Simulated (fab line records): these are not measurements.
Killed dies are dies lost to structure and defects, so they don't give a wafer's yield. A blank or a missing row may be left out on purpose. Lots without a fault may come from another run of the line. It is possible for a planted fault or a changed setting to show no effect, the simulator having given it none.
Which tool did it? + flow sky130 + 12 lots, 36 wafers sampled, at 5 steps of a route of 708

== WHAT THE GAUGES SHOWED, per wafer ==
SKY_FIELD_ISO_THK_MEAS_23. Usual: FIELD_ISO_OXIDATION_01_THK gives 9.93 nm (standard deviation 0.2).
| lot  | measured    | on           | FIELD_ISO_OXIDATION_01_THK (nm) | flag |
|------|-------------|--------------|---------------------------------|------|
| L228 | day 2 07:55 | filmMetro-02 | 9.96 10.03 9.92                 |      |
| L231 | day 2 23:25 | filmMetro-02 | 9.72 9.93 9.97                  |      |
| L234 | day 3 15:37 | filmMetro-02 | 14.62 14.35 14.43               | OFF  |
| L236 | day 3 22:52 | filmMetro-03 | 14.78 14.99 14.86               | OFF  |
| L238 | day 4 10:59 | filmMetro-02 | 14.37 14.43 14.44               | OFF  |
| L239 | day 4 16:24 | filmMetro-03 | 9.72 9.74 9.69                  |      |
| L240 | day 6 04:19 | filmMetro-03 | 9.90 10.13 9.94                 |      |
| L241 | day 6 04:20 | filmMetro-02 | 10.17 10.12 10.19               |      |
| L242 | day 6 04:19 | filmMetro-04 | 9.83 9.83 10.06                 |      |
| L244 | day 6 04:22 | filmMetro-03 | 10.16 9.96 10.09                |      |
| L248 | day 6 15:25 | filmMetro-02 | 9.83 10.03 9.93                 |      |
| L251 | day 7 09:32 | filmMetro-02 | 9.84 10.17 10.13                |      |

SKY_NWELL_THK_MEAS_02. Usual: NWELL_OXIDATION_THK gives 9.85 nm (standard deviation 0.2).
| lot  | measured    | on           | NWELL_OXIDATION_THK (nm) | flag |
|------|-------------|--------------|--------------------------|------|
| L228 | day 2 15:04 | filmMetro-02 | 10.02 9.91 9.91          |      |
| L231 | day 3 05:11 | filmMetro-01 | 9.98 9.84 9.74           |      |
| L234 | day 3 22:18 | filmMetro-01 | 9.98 9.65 9.82           |      |
| L236 | day 4 03:56 | filmMetro-04 | 9.95 10.00 9.91          |      |
| L238 | day 4 16:01 | filmMetro-02 | 9.79 10.01 10.09         |      |
| L239 | day 4 20:23 | filmMetro-01 | 10.06 10.00 9.97         |      |
| L240 | day 6 10:11 | filmMetro-02 | 9.71 9.80 9.83           |      |
| L241 | day 6 11:35 | filmMetro-02 | 9.60 9.61 9.64           |      |
| L242 | day 6 11:35 | filmMetro-01 | 9.75 9.60 9.82           |      |
| L244 | day 6 10:11 | filmMetro-04 | 9.56 9.77 9.71           |      |
| L248 | day 6 22:19 | filmMetro-04 | 10.27 10.06 10.25        |      |
| L251 | day 7 14:44 | filmMetro-04 | 9.94 10.03 9.87          |      |

SKY_NWELL_TW_MEAS_15. Usual: NWELL_TW gives 1832 (standard deviation 22).
| lot  | measured     | on           | NWELL_TW       | flag |
|------|--------------|--------------|----------------|------|
| L228 | day 4 15:01  | filmMetro-01 | 1842 1823 1825 |      |
| L231 | day 5 03:55  | filmMetro-01 | 1814 1820 1825 |      |
| L234 | day 5 23:34  | filmMetro-04 | 1864 1858 1867 |      |
| L236 | day 6 05:23  | filmMetro-04 | 1861 1856 1862 |      |
| L238 | day 6 20:11  | filmMetro-01 | 1819 1819 1822 |      |
| L239 | day 7 00:33  | filmMetro-01 | 1811 1816 1810 |      |
| L240 | day 8 22:07  | filmMetro-04 | 1865 1867 1876 |      |
| L241 | day 8 23:26  | filmMetro-01 | 1809 1825 1827 |      |
| L242 | day 9 00:50  | filmMetro-01 | 1810 1810 1808 |      |
| L244 | day 8 21:29  | filmMetro-02 | 1822 1819 1828 |      |
| L248 | day 9 11:27  | filmMetro-01 | 1825 1826 1815 |      |
| L251 | day 10 06:46 | filmMetro-01 | 1836 1835 1841 |      |

SKY_SONOS_ONO_OVL_MEAS_14. Usual: SONOS_ONO_OVL gives 0.1 nm (standard deviation 1.4).
| lot  | measured     | on         | SONOS_ONO_OVL (nm) | flag |
|------|--------------|------------|--------------------|------|
| L228 | day 12 09:16 | overlay-01 | 1.9 0.0 -1.4       |      |
| L231 | day 13 05:25 | overlay-01 | -1.1 -0.4 -2.5     |      |
| L234 | day 14 11:40 | overlay-01 | 0.4 0.0 1.3        |      |
| L236 | day 14 20:01 | overlay-01 | -0.5 -0.1 -1.3     |      |
| L238 | day 15 21:19 | overlay-01 | -1.4 -0.3 -0.8     |      |
| L239 | day 16 02:59 | overlay-01 | 2.7 3.9 2.1        |      |
| L240 | day 18 15:25 | overlay-01 | 0.5 1.5 2.1        |      |
| L241 | day 18 20:42 | overlay-02 | 0.2 0.1 1.3        |      |
| L242 | day 18 23:30 | overlay-01 | 1.2 0.6 1.0        |      |
| L244 | day 18 13:34 | overlay-01 | -0.7 -1.8 1.0      |      |
| L248 | day 19 13:16 | overlay-01 | 0.2 0.3 0.3        |      |
| L251 | day 20 14:59 | overlay-02 | 0.3 1.4 -2.0       |      |

== WHICH TOOL RAN EACH LOT (tool, then ch and the chambers of the sampled wafers, then the start) ==
| lot  | SKY_FIELD_ISO_OXIDATION_22   |
|------|------------------------------|
| L228 | furnace-02 ch 0, day 2 06:45 |
| L231 | furnace-02 ch 0, day 2 22:15 |
| L234 | furnace-02 ch 0, day 3 14:27 |
| L236 | furnace-02 ch 0, day 3 21:42 |
| L238 | furnace-02 ch 0, day 4 09:49 |
| L239 | furnace-01 ch 0, day 4 15:13 |
| L240 | furnace-01 ch 0, day 6 03:08 |
| L241 | furnace-01 ch 0, day 6 03:08 |
| L242 | furnace-01 ch 0, day 6 03:08 |
| L244 | furnace-01 ch 0, day 6 03:08 |
| L248 | furnace-01 ch 0, day 6 14:14 |
| L251 | furnace-01 ch 0, day 7 08:20 |
- SKY_FIELD_ISO_OXIDATION_22: stabilise 600 s, purge 300 s, target thk 10 nm.

== WHAT THE TOOLS THEMSELVES READ (means of the sampled wafers that have a number; where no wafer has one, the mark that the record gives instead) ==
SKY_FIELD_ISO_OXIDATION_22. Usual: spikeTcBottomC 968 C, standard deviation 3.5; spikeTcCentreC 950.4 C, standard deviation 1.3; spikeTcLowerC 952.1 C, standard deviation 1.2; spikeTcTopC 963.3 C, standard deviation 1.7; spikeTcUpperC 949.7 C, standard deviation 1.3; tubeCenterTempC 950 C, standard deviation 0.079; tube_center_temp_C_max 952.4, standard deviation 0.4; zonePowerTopPct 41.9 %, standard deviation 0.67.
| lot  | tool       | spikeTcBottomC (C) | spikeTcCentreC (C) | spikeTcLowerC (C) | spikeTcTopC (C) | spikeTcUpperC (C) | tubeCenterTempC (C) | tube_center_temp_C_max | zonePowerTopPct (%) | flag |
|------|------------|--------------------|--------------------|-------------------|-----------------|-------------------|---------------------|------------------------|---------------------|------|
| L228 | furnace-02 | 965                | 953.1              | 951.6             | 965.0           | 949.6             | 950                 | 952.3                  | 41.4                |      |
| L231 | furnace-02 | 965                | 951.2              | 951.4             | 964.4           | 951.3             | 950                 | 952.6                  | 41.0                |      |
| L234 | furnace-02 | 998                | 984.8              | 985.4             | 998.2           | 983.4             | 983                 | 985.3                  | 43.6                | OFF  |
| L236 | furnace-02 | 998                | 985.1              | 985.3             | 998.3           | 983.6             | 983                 | 985.9                  | 43.4                | OFF  |
| L238 | furnace-02 | 998                | 984.9              | 984.5             | 997.3           | 983.2             | 983                 | 985.8                  | 43.9                | OFF  |
| L239 | furnace-01 | 972                | 949.3              | 952.5             | 962.4           | 947.8             | 950                 | 952.3                  | 42.4                |      |
| L240 | furnace-01 | 972                | 950.0              | 951.6             | 961.0           | 949.2             | 950                 | 952.5                  | 41.7                |      |
| L241 | furnace-01 | 971                | 949.7              | 952.9             | 961.7           | 949.4             | 950                 | 952.7                  | 42.6                |      |
| L242 | furnace-01 | 971                | 949.7              | 953.1             | 962.5           | 948.6             | 950                 | 952.5                  | 42.1                |      |
| L244 | furnace-01 | 972                | 949.8              | 953.0             | 962.8           | 948.7             | 950                 | 952.5                  | 42.5                |      |
| L248 | furnace-01 | 971                | 948.9              | 951.9             | 962.6           | 948.4             | 950                 | 952.4                  | 42.4                |      |
| L251 | furnace-01 | 972                | 950.3              | 953.9             | 961.7           | 949.9             | 950                 | 952.1                  | 42.1                |      |

== THE ANSWER, worked out from the rows above alone ==
Rule: a lot counts as off when the mean over its wafers that have a number is more than 3 standard deviations away from the usual mean. Also off: a lot with no number at a reading for which 4 or more lots have one. Where the step has rows for the other lots, those lots are counted as sound. After the gauges, taken in route order, come the tools' own readings; for these a lot's mean is taken, as printed above. At the first step where some lot is off, the reading lying furthest off is the one used; lots without a number count as furthest.
Off: L234, L236, L238, at SKY_FIELD_ISO_THK_MEAS_23 (FIELD_ISO_OXIDATION_01_THK).
A tool fits if, at a process step before that reading, it ran every lot that is off, and no sound lot after the first of them. Not tried: the gauges at SKY_FIELD_ISO_THK_MEAS_23; whatever is off there is also off at SKY_FIELD_ISO_OXIDATION_22, on other tools, and gauge error can't account for it. One fits: furnace-02 at SKY_FIELD_ISO_OXIDATION_22. A fault onset in the window from L231 (day 2 22:15, its last sound lot) to L234 (day 3 14:27, its first lot off) fits.
The tool's own readings at SKY_FIELD_ISO_OXIDATION_22 bear it out: on the lots that are off they differ by more than 5 times the standard deviation of the sound lots' means. spikeTcBottomC reads 998 C there against 970 C on the sound lots; spikeTcCentreC reads 984.9 C there against 950.2 C on the sound lots; spikeTcLowerC reads 985.1 C there against 952.4 C on the sound lots; spikeTcTopC reads 997.9 C there against 962.7 C on the sound lots; spikeTcUpperC reads 983.4 C there against 949.2 C on the sound lots; tubeCenterTempC reads 983 C there against 950 C on the sound lots; tube_center_temp_C_max reads 985.7 there against 952.4 on the sound lots.

== WHAT WAS PUT IN BY THE SIMULATOR ==
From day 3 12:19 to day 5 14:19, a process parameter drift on furnace-02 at SKY_FIELD_ISO_OXIDATION_22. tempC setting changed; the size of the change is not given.
Struck lots among those shown: L234, L236, L238. The rule above reached the same finding.
